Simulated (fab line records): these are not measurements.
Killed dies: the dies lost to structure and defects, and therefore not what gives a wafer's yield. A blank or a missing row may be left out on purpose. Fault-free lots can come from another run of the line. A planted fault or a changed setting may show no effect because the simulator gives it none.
fab line records -- flow gf180mcu
record: lots: 12, wafers: 36, last-day: 34
route steps=602 shown POLY_GATE@157 M1@321 V1@338
lots with no fault: from the same line, run without faults
start-h: hours from the record's first day to the start of the lot's first wafer shown -- wait-h: hours elapsed since this lot's preceding step -- " repeats the value in the row above -- L1.1+2: a single row standing in for several wafers -- - no value, or no start was given -- * or withheld: withheld -- < > ~ a bound
route shown NAME@n: names a module that has steps shown in the file, with the first one's number in the route -- usual: the fault-free wafers' mean and standard deviation -- same: alike in all rows -- chamber/n: place in a boat -- sites: per-site readings -- _std_site: standard deviation of those values -- _edge_site: inner sites' mean taken away from outer sites' mean -- radius-mm: how far each site lies from the wafer's centre -- mask NAME#n: copy n -- behind: the tool/chamber that last shaped the wafer -- hold: reason for holding the lot/hours on hold/outcome of the hold -- device: names the non-switching transistor (n, p or np) -- end of line: the tests these same wafers got at the end of their route -- a step given without rows: its recipe and nothing more -- killed: not the wafer's yield, but the dies lost to structure and defects at the first sort -- map: the dies of a wafer, with x for killed, . for not killed, _ for no die there
set.NAME: the setting as run; set.NAME@STEP: as run at that earlier step -- model.NAME: the simulator's own value behind a step, which no gauge read
route steps across a sampled set of lots; one table per step, one row per wafer
services: when a tool's chamber went out of use (start-h, in hours from the record's first day, below 0 if earlier), for how many hours, and the reason
== steps ==
step: GF_POLY_GATE_CVD_00
recipe: material: poly-Si, target-thk-nm: 200, temp-c: 620, time-s: 1200, pressure-mtorr: 200
usual: pressure-mtorr: 199.9/0.39, spike-tc-lower-C: 619.8/0.95
lot.wafer,tool,chamber,start-h,wait-h,pressure-mtorr,spike-tc-lower-C
L825.2,lpcvd-02,0,179.33,0.0,199.9,619.4
L825.3,lpcvd-02,0,179.33,0.0,200.1,618.5
L825.4,lpcvd-02,0,179.33,0.0,200.2,620.0
L828.3,lpcvd-01,0,195.52,0.0,199.7,619.3
L828.4,lpcvd-01,0,195.52,0.0,199.9,618.6
L828.6,lpcvd-01,0,195.52,0.0,198.7,619.3
L829.2,lpcvd-01,0,203.43,1.0,200.3,618.6
L829.3,lpcvd-01,0,203.43,1.0,200.0,621.2
L829.6,lpcvd-01,0,203.43,1.0,199.8,620.0
L831.1,lpcvd-02,1,213.34,0.3,200.5,620.1
L831.2,lpcvd-02,1,213.34,0.3,199.8,620.2
L831.3,lpcvd-02,1,213.34,0.3,199.8,621.5
L833.2,lpcvd-02,1,228.76,0.0,200.2,619.2
L833.3,lpcvd-02,1,228.76,0.0,200.1,619.9
L833.6,lpcvd-02,1,228.76,0.0,200.1,619.6
L834.1,lpcvd-01,1,239.78,0.0,199.0,619.3
L834.3,lpcvd-01,1,239.78,0.0,199.2,619.1
L834.6,lpcvd-01,1,239.78,0.0,199.4,618.8
L835.2,lpcvd-02,0,246.11,0.0,200.5,620.8
L835.4,lpcvd-02,0,246.11,0.0,200.9,621.1
L835.5,lpcvd-02,0,246.11,0.0,200.1,620.0
L836.3,lpcvd-02,0,254.32,0.0,199.5,620.0
L836.5,lpcvd-02,0,254.32,0.0,199.7,619.1
L836.6,lpcvd-02,0,254.32,0.0,199.7,619.1
L841.1,lpcvd-01,1,290.29,0.0,200.0,618.8
L841.4,lpcvd-01,1,290.29,0.0,200.2,617.9
L841.5,lpcvd-01,1,290.29,0.0,199.6,619.5
L843.1,lpcvd-01,0,301.32,0.0,100.3,619.8
L843.3,lpcvd-01,0,301.32,0.0,100.1,618.9
L843.4,lpcvd-01,0,301.32,0.0,100.2,620.7
L846.1,lpcvd-01,0,339.87,0.0,99.9,618.8
L846.2,lpcvd-01,0,339.87,0.0,100.0,620.4
L846.3,lpcvd-01,0,339.87,0.0,100.5,619.3
L848.1,lpcvd-02,0,352.82,0.4,199.9,618.7
L848.3,lpcvd-02,0,352.82,0.4,200.6,620.5
L848.4,lpcvd-02,0,352.82,0.4,199.9,620.9
step: GF_POLY_GATE_THK_MEAS_01
recipe: reads: poly-Si_of_POLY_GATE_CVD_00
usual: POLY_GATE_CVD_00_THK: 200.3/1.9
lot.wafer,tool,chamber,start-h,wait-h,POLY_GATE_CVD_00_THK[nm]
L825.2,film-metro-01,-,180.67,0.0,203.3
L825.3,film-metro-01,-,180.67,0.0,201.4
L825.4,film-metro-01,-,180.67,0.0,202.6
L828.3,film-metro-04,-,196.87,0.0,200.3
L828.4,film-metro-04,-,196.87,0.0,199.6
L828.6,film-metro-04,-,196.87,0.0,199.5
L829.2,film-metro-01,-,204.78,0.0,203.9
L829.3,film-metro-01,-,204.78,0.0,203.4
L829.6,film-metro-01,-,204.78,0.0,202.2
L831.1,film-metro-02,-,214.68,0.0,200.0
L831.2,film-metro-02,-,214.68,0.0,201.2
L831.3,film-metro-02,-,214.68,0.0,201.0
L833.2,film-metro-04,-,230.10,0.0,201.0
L833.3,film-metro-04,-,230.10,0.0,202.1
L833.6,film-metro-04,-,230.10,0.0,200.2
L834.1,film-metro-01,-,241.78,0.0,199.7
L834.3,film-metro-01,-,241.78,0.0,197.6
L834.6,film-metro-01,-,241.78,0.0,197.5
L835.2,film-metro-02,-,247.46,0.0,199.1
L835.4,film-metro-02,-,247.46,0.0,200.8
L835.5,film-metro-02,-,247.46,0.0,199.7
L836.3,film-metro-01,-,256.34,0.0,199.7
L836.5,film-metro-01,-,256.34,0.0,198.8
L836.6,film-metro-01,-,256.34,0.0,201.4
L841.1,film-metro-04,-,291.62,0.0,201.2
L841.4,film-metro-04,-,291.62,0.0,200.4
L841.5,film-metro-04,-,291.62,0.0,200.2
L843.1,film-metro-01,-,302.65,0.0,140.7
L843.3,film-metro-01,-,302.65,0.0,139.7
L843.4,film-metro-01,-,302.65,0.0,141.4
L846.1,film-metro-04,-,341.21,0.0,141.4
L846.2,film-metro-04,-,341.21,0.0,139.6
L846.3,film-metro-04,-,341.21,0.0,140.9
L848.1,film-metro-04,-,354.16,0.0,199.9
L848.3,film-metro-04,-,354.16,0.0,199.2
L848.4,film-metro-04,-,354.16,0.0,200.0
step: GF_POLY_GATE_ETCH_13
recipe: target: poly-Si, target-depth-nm: 198.5, stop-on: SiO2, over-etch-frac: 0.403, chemistry: HBr/Cl2, icp-w: 400, bias-w: 100, pressure-mtorr: 10, HBr_flow_sccm: 150, Cl2_flow_sccm: 50, time-s: 69.6
usual: bias-w: 100.0/0.3, drypump-motor-current-A: 5.6/0.34, oes-product-au: 0.992/0.0065, throttle-valve-pct: 33.685/0.0087
lot.wafer,tool,chamber,start-h,wait-h,bias-w,drypump-motor-current-A,oes-product-au,rf-hours-counter-h,throttle-valve-pct
L825.2,rie-si-02,0,196.96,-,100.0,5.0,0.981,48,33.679
L825.3,rie-si-02,1,196.96,-,100.2,5.9,0.992,4,33.676
L825.4,rie-si-02,3,196.96,-,99.9,5.6,0.993,20,33.673
L828.3,rie-si-02,1,214.56,-,100.2,6.0,0.998,4,33.660
L828.4,rie-si-02,3,214.56,-,99.6,5.6,0.977,20,33.672
L828.6,rie-si-02,2,214.56,-,100.2,6.0,0.987,-,33.674
L829.2,rie-si-01,0,222.66,-,100.0,5.9,0.999,47,33.692
L829.3,rie-si-01,2,222.66,-,100.2,5.6,0.991,18,33.686
L829.6,rie-si-01,0,222.66,-,100.5,5.9,0.998,-,33.687
L831.1,rie-si-01,0,232.66,-,99.8,5.9,0.995,47,33.694
L831.2,rie-si-01,2,232.66,-,99.9,5.6,0.991,18,33.686
L831.3,rie-si-01,3,232.66,-,99.6,5.1,0.989,2,33.679
L833.2,rie-si-02,0,248.06,-,100.0,5.1,0.996,48,33.685
L833.3,rie-si-02,2,248.06,-,100.6,6.0,0.996,1,33.680
L833.6,rie-si-02,0,248.06,-,99.9,5.1,0.991,-,33.689
L834.1,rie-si-02,3,259.88,-,99.4,5.6,0.986,20,33.687
L834.3,rie-si-02,2,259.88,-,100.5,6.0,0.985,1,33.677
L834.6,rie-si-02,1,259.88,-,100.4,6.0,0.981,-,33.697
L835.2,rie-si-01,0,266.58,-,99.2,5.9,0.993,48,33.687
L835.4,rie-si-01,2,266.58,-,99.9,5.6,0.997,19,33.686
L835.5,rie-si-01,3,266.58,-,100.2,5.1,0.995,-,33.683
L836.3,rie-si-02,1,275.46,-,99.5,5.9,0.988,5,33.664
L836.5,rie-si-02,3,275.46,-,99.9,5.6,0.991,-,33.684
L836.6,rie-si-02,2,275.46,-,99.7,6.0,1.005,-,33.678
L841.1,rie-si-02,0,311.65,-,100.2,5.1,0.997,49,33.679
L841.4,rie-si-02,1,311.65,-,100.0,6.0,0.997,5,33.686
L841.5,rie-si-02,1,311.65,-,100.2,6.0,0.993,-,33.681
L843.1,rie-si-02,3,323.16,-,99.6,5.6,0.789,21,33.667
L843.3,rie-si-02,1,323.16,-,100.1,6.0,0.785,5,33.682
L843.4,rie-si-02,0,323.16,-,99.6,5.1,0.797,49,33.681
L846.1,rie-si-01,3,363.06,-,99.9,5.0,0.786,3,33.674
L846.2,rie-si-01,2,363.06,-,99.8,5.6,0.785,20,33.687
L846.3,rie-si-01,0,363.06,-,100.0,5.9,0.795,48,33.692
L848.1,rie-si-02,1,376.18,-,100.6,6.0,0.980,6,33.691
L848.3,rie-si-02,3,376.18,-,99.7,5.6,0.995,21,33.688
L848.4,rie-si-02,1,376.18,-,99.8,5.9,0.992,-,33.687
step: GF_M1_THK_MEAS_06
recipe: thk-meas-gauge: xrf, reads: AlCu_of_M1_SPUTTER_02
usual: M1_ALCU_THK: 446/4.2
lot.wafer,tool,chamber,start-h,wait-h,M1_ALCU_THK[nm]
L825.2,film-metro-04,-,363.14,0.1,447
L825.3,film-metro-04,-,363.14,0.1,450
L825.4,film-metro-04,-,363.14,0.1,450
L828.3,film-metro-01,-,388.88,0.1,441
L828.4,film-metro-01,-,388.88,0.1,440
L828.6,film-metro-01,-,388.88,0.1,442
L829.2,film-metro-04,-,396.31,0.1,446
L829.3,film-metro-04,-,396.31,0.1,449
L829.6,film-metro-04,-,396.31,0.1,453
L831.1,film-metro-01,-,411.53,0.1,444
L831.2,film-metro-01,-,411.53,0.1,446
L831.3,film-metro-01,-,411.53,0.1,445
L833.2,film-metro-04,-,428.05,0.1,447
L833.3,film-metro-04,-,428.05,0.1,444
L833.6,film-metro-04,-,428.05,0.1,449
L834.1,film-metro-04,-,444.16,0.1,440
L834.3,film-metro-04,-,444.16,0.1,443
L834.6,film-metro-04,-,444.16,0.1,440
L835.2,film-metro-03,-,452.10,0.1,443
L835.4,film-metro-03,-,452.10,0.1,442
L835.5,film-metro-03,-,452.10,0.1,443
L836.3,film-metro-04,-,460.12,0.1,450
L836.5,film-metro-04,-,460.12,0.1,448
L836.6,film-metro-04,-,460.12,0.1,447
L841.1,film-metro-01,-,506.65,0.1,452
L841.4,film-metro-01,-,506.65,0.1,454
L841.5,film-metro-01,-,506.65,0.1,454
L843.1,film-metro-01,-,518.21,0.1,447
L843.3,film-metro-01,-,518.21,0.1,446
L843.4,film-metro-01,-,518.21,0.1,443
L846.1,film-metro-04,-,560.51,0.1,445
L846.2,film-metro-04,-,560.51,0.1,447
L846.3,film-metro-04,-,560.51,0.1,443
L848.1,film-metro-01,-,575.50,0.1,450
L848.3,film-metro-01,-,575.50,0.1,448
L848.4,film-metro-01,-,575.50,0.1,450
step: GF_M1_STRIP_17
recipe: chemistry: O2/N2, power-w: 1400, pressure-mtorr: 1500, platen-temp-c: 250, o2-flow-sccm: 3000, n2-flow-sccm: 300, overash-fraction: 0.5
usual: drypump-motor-current-A: 5.6/0.36, heater-power-w: 341/29, oes-product-au: 0.538/0.0049, platen-temp-c: 250.00/0.17, strip-time-to-endpoint-s: 7.40/0.041
lot.wafer,tool,chamber,start-h,wait-h,drypump-motor-current-A,heater-power-w,oes-product-au,platen-temp-c,rf-hours-counter-h,strip-time-to-endpoint-s
L825.2,plasma-asher-02,1,385.66,0.1,5.5,380,0.538,249.94,73,7.43
L825.3,plasma-asher-02,1,385.66,0.1,5.5,376,0.544,249.89,-,7.44
L825.4,plasma-asher-02,0,385.66,0.1,5.8,360,0.541,250.10,-,7.46
L828.3,plasma-asher-02,1,412.24,0.1,5.5,380,0.544,249.94,-,7.34
L828.4,plasma-asher-02,0,412.24,0.1,5.8,357,0.539,250.06,-,7.40
L828.6,plasma-asher-02,1,412.24,0.1,5.5,370,0.538,249.81,-,7.37
L829.2,plasma-asher-02,1,418.80,0.1,5.5,359,0.533,250.20,76,7.37
L829.3,plasma-asher-02,0,418.80,0.1,5.8,358,0.536,249.94,-,7.36
L829.6,plasma-asher-02,1,418.80,0.1,5.5,370,0.536,249.92,-,7.29
L831.1,plasma-asher-01,0,435.64,0.1,5.6,307,0.541,249.98,69,7.36
L831.2,plasma-asher-01,1,435.64,0.1,4.9,335,0.539,250.16,69,7.40
L831.3,plasma-asher-01,1,435.64,0.1,4.9,339,0.540,249.65,-,7.38
L833.2,plasma-asher-02,1,452.30,0.1,5.5,356,0.550,250.12,2,7.44
L833.3,plasma-asher-02,1,452.30,0.1,5.5,368,0.539,250.08,-,7.46
L833.6,plasma-asher-02,1,452.30,0.1,5.5,355,0.537,250.19,-,7.46
L834.1,plasma-asher-01,1,469.09,0.1,5.0,346,0.533,250.04,72,7.36
L834.3,plasma-asher-01,0,469.09,0.1,5.6,308,0.536,250.21,-,7.42
L834.6,plasma-asher-01,1,469.09,0.1,5.0,343,0.538,249.90,-,7.37
L835.2,plasma-asher-04,1,476.59,0.1,6.2,285,0.538,250.29,84,7.36
L835.4,plasma-asher-04,0,476.59,0.1,5.6,353,0.542,250.23,-,7.38
L835.5,plasma-asher-04,1,476.59,0.1,6.2,293,0.528,250.31,-,7.48
L836.3,plasma-asher-02,1,484.01,0.1,5.5,354,0.536,249.94,-,7.40
L836.5,plasma-asher-02,1,484.01,0.1,5.5,360,0.533,249.87,-,7.44
L836.6,plasma-asher-02,0,484.01,0.1,5.8,371,0.547,249.94,-,7.42
L841.1,plasma-asher-01,0,529.40,0.1,5.6,307,0.538,249.92,79,7.44
L841.4,plasma-asher-01,1,529.40,0.1,5.0,349,0.538,250.00,-,7.42
L841.5,plasma-asher-01,0,529.40,0.1,5.6,298,0.544,250.16,-,7.39
L843.1,plasma-asher-04,1,540.60,0.1,6.2,291,0.539,250.01,91,7.38
L843.3,plasma-asher-04,1,540.60,0.1,6.2,288,0.538,250.06,-,7.34
L843.4,plasma-asher-04,0,540.60,0.1,5.6,361,0.533,249.97,-,7.29
L846.1,plasma-asher-02,0,582.00,0.1,5.8,374,0.541,250.50,15,7.43
L846.2,plasma-asher-02,1,582.00,0.1,5.5,362,0.532,249.98,15,7.44
L846.3,plasma-asher-02,1,582.00,0.1,5.5,367,0.543,249.72,-,7.45
L848.1,plasma-asher-02,0,596.75,0.1,5.8,373,0.538,249.74,17,7.38
L848.3,plasma-asher-02,1,596.75,0.1,5.5,367,0.533,250.18,-,7.41
L848.4,plasma-asher-02,0,596.75,0.1,5.8,374,0.539,249.96,-,7.39
step: GF_V1_THK_MEAS_03
recipe: reads: SiO2_of_V1_CVD_02
usual: V1_CVD_02_THK: 852/9.3
lot.wafer,tool,chamber,start-h,wait-h,V1_CVD_02_THK[nm]
L825.2,film-metro-01,-,386.41,0.0,845
L825.3,film-metro-01,-,386.41,0.0,861
L825.4,film-metro-01,-,386.41,0.0,861
L828.3,film-metro-02,-,413.00,0.1,856
L828.4,film-metro-02,-,413.00,0.1,854
L828.6,film-metro-02,-,413.00,0.1,869
L829.2,film-metro-02,-,419.56,0.0,841
L829.3,film-metro-02,-,419.56,0.0,837
L829.6,film-metro-02,-,419.56,0.0,862
L831.1,film-metro-01,-,436.38,0.0,841
L831.2,film-metro-01,-,436.38,0.0,840
L831.3,film-metro-01,-,436.38,0.0,837
L833.2,film-metro-03,-,453.08,0.0,855
L833.3,film-metro-03,-,453.08,0.0,848
L833.6,film-metro-03,-,453.08,0.0,854
L834.1,film-metro-02,-,469.85,0.0,851
L834.3,film-metro-02,-,469.85,0.0,856
L834.6,film-metro-02,-,469.85,0.0,857
L835.2,film-metro-02,-,477.33,0.0,848
L835.4,film-metro-02,-,477.33,0.0,856
L835.5,film-metro-02,-,477.33,0.0,858
L836.3,film-metro-01,-,484.74,0.1,845
L836.5,film-metro-01,-,484.74,0.1,859
L836.6,film-metro-01,-,484.74,0.1,861
L841.1,film-metro-01,-,530.17,0.1,850
L841.4,film-metro-01,-,530.17,0.1,845
L841.5,film-metro-01,-,530.17,0.1,852
L843.1,film-metro-03,-,541.34,0.0,833
L843.3,film-metro-03,-,541.34,0.0,839
L843.4,film-metro-03,-,541.34,0.0,835
L846.1,film-metro-02,-,582.74,0.0,849
L846.2,film-metro-02,-,582.74,0.0,849
L846.3,film-metro-02,-,582.74,0.0,851
L848.1,film-metro-02,-,597.49,0.0,848
L848.3,film-metro-02,-,597.49,0.0,855
L848.4,film-metro-02,-,597.49,0.0,856
== services ==
tool,chamber,start-h,hours,kind
rie-si-02,2,163.90,12.1,repair
lpcvd-01,-,170.41,1.5,repair
rie-si-02,2,175.98,-,clean
rie-si-02,2,175.98,13.2,scheduled-down
rie-si-02,2,175.98,13.2,vent-cycle
rie-si-01,1,197.05,7.6,repair
rie-si-01,1,214.26,6.7,repair
rie-si-02,2,305.67,3.7,repair
rie-si-01,2,331.50,3.1,repair
rie-si-01,0,342.76,3.6,repair
rie-si-02,0,369.50,7.9,repair
rie-si-01,-,379.17,0.6,repair
rie-si-01,-,385.94,0.1,repair
rie-si-02,3,388.31,15.2,repair
rie-si-01,1,415.49,1.3,repair
plasma-asher-02,-,421.25,9.0,pm
rie-si-02,0,437.32,2.1,repair
plasma-asher-01,-,440.60,0.4,repair
plasma-asher-02,-,443.42,1.0,repair
rie-si-02,3,443.83,4.0,repair
lpcvd-01,-,487.69,2.8,pm
plasma-asher-02,-,504.47,0.9,repair
rie-si-02,0,506.60,2.2,repair
rie-si-02,-,547.02,0.8,repair
== key ==
first-sign: step: GF_POLY_GATE_CVD_00, reading: pressure-mtorr, direction: down, sigmas: 99+, usual: 199.9, struck: 100.1
effect: step: GF_POLY_GATE_THK_MEAS_01, reading: POLY_GATE_CVD_00_THK, direction: down, sigmas: 31, usual: 200.3, struck: 140.6
effect: step: GF_POLY_GATE_ETCH_13, reading: oes-product-au, direction: down, sigmas: 31, usual: 0.992, struck: 0.789
met-at GF_POLY_GATE_CVD_00
struck-lots L843,L846
tester-left-out L843,L846
not-acting-at GF_M1_THK_MEAS_06,GF_M1_STRIP_17,GF_V1_THK_MEAS_03
onset-between 290.29 301.32
fault: kind: process-parameter-drift, tool: lpcvd-01, chamber: -, onset-h: 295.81, steps: GF_POLY_GATE_CVD_00, channel: pressure-mtorr, offset: -100, shape: step, end-h: 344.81, acts-in: these-recipes-only, stated: 200
tester-left-out: of these lots the tester's yield and bins aren't shown, on N5 and GAA mostly nor the transistor test; their killed dies are dies lost to structure and defects alone, not to doping, threshold or leakage, so they don't give the yield
